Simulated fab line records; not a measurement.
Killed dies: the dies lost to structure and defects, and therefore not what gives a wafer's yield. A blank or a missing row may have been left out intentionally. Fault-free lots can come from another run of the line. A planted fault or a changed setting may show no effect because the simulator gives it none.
Chamber matching ; flow gf180mcu ; 4 sister chambers for GF_V3_ETCH_16 on rie_diel-03
The step etches BARC in N2/H2. 8 wafers are shown with their chamber, then 8 later ones without.

## EACH WAFER AND ITS CHAMBER
wafer;chamber;drypump_motor_current_A (A);throttle_valve_pct (%)
L075.6;0;5.5;13.235
L080.4;0;5.5;13.209
L087.2;1;5.9;13.224
L087.5;3;6.3;13.221
L088.3;3;6.2;13.224
L088.5;1;5.9;13.215
L088.6;2;5.1;13.241
L089.1;2;5.1;13.229

## WAFERS WHOSE CHAMBER IS MISSING
wafer;drypump_motor_current_A (A);throttle_valve_pct (%)
L089.4;5.5;13.223
L089.6;5.5;13.216
L091.3;5.1;13.230
L091.4;6.2;13.226
L091.5;5.5;13.222
L092.1;5.1;13.247
L092.2;5.5;13.231
L092.5;5.9;13.231

## WHICH CHAMBER EACH ONE RAN IN
wafer;from the rows above;in truth
L089.4;0;0
L089.6;0;0
L091.3;2;2
L091.4;3;3
L091.5;0;0
L092.1;2;2
L092.2;0;0
L092.5;1;1
Correctly placed: 8 of 8. Can't be placed from these rows: 0. Placed wrongly: 0.
How it was worked out, from the rows above alone: a wafer's distance from a chamber is the root of the sum, over the readings, of the square of ((its reading less the chamber's mean) divided by the reading's scatter). If the next closest chamber is less than 2 further off than the closest, the wafer can't be placed; otherwise it belongs to the closest. For every chamber, the mean is computed from those of its wafers that are shown. The scatter: the root of (the sum of the squares of (reading less its chamber's mean) over the shown wafers, divided by (wafers less chambers)).
